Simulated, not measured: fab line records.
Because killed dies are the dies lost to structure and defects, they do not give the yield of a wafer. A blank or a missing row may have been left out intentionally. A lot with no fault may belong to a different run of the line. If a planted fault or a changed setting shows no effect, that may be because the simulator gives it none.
What tool caused it? || flow gf180mcu || 6 lots (18 wafers sampled), 1 step of a 602-step route

== WHAT EACH GAUGE READ, for each wafer ==
GF_M5_OVL_MEAS_08.
{"lot": "L590", "measured": "day 26 17:20", "on": "overlay-02", "M5_OVL (nm)": "-2 2 3"}
{"lot": "L592", "measured": "day 27 11:54", "on": "overlay-01", "M5_OVL (nm)": "9 7 8"}
{"lot": "L595", "measured": "day 28 15:54", "on": "overlay-01", "M5_OVL (nm)": "-9 -3 -3"}
{"lot": "L603", "measured": "day 31 04:04", "on": "overlay-02", "M5_OVL (nm)": "-8 -4 -6"}
{"lot": "L607", "measured": "day 31 19:36", "on": "overlay-02", "M5_OVL (nm)": "5 3 9"}
{"lot": "L609", "measured": "day 32 08:17", "on": "overlay-01", "M5_OVL (nm)": "-1 2 5"}

== WHICH TOOL RAN EACH LOT (tool, then ch and the chambers of the sampled wafers, then the start) ==
The record holds no process step before these readings.

== THE ANSWER, worked out from the rows above alone ==
Rule: what is usual is taken from the lots themselves. Put in order of their means at a reading, lots are off if they are a third of the lots or fewer, leave a main group of 4 or more, and stand apart from it by a gap of 3 or more times the standard deviation of the main group's means; of several such gaps the widest counts. If all means in a main group match to the digits the tables above print for the reading, that group is not used. A lot without any number at a reading at which 4 lots or more have one is off too. Where the step has rows for the other lots, those lots are counted as sound.
No lot is off at any reading shown: from this, nothing can be told.

== WHAT THE SIMULATOR HAD PUT IN ==
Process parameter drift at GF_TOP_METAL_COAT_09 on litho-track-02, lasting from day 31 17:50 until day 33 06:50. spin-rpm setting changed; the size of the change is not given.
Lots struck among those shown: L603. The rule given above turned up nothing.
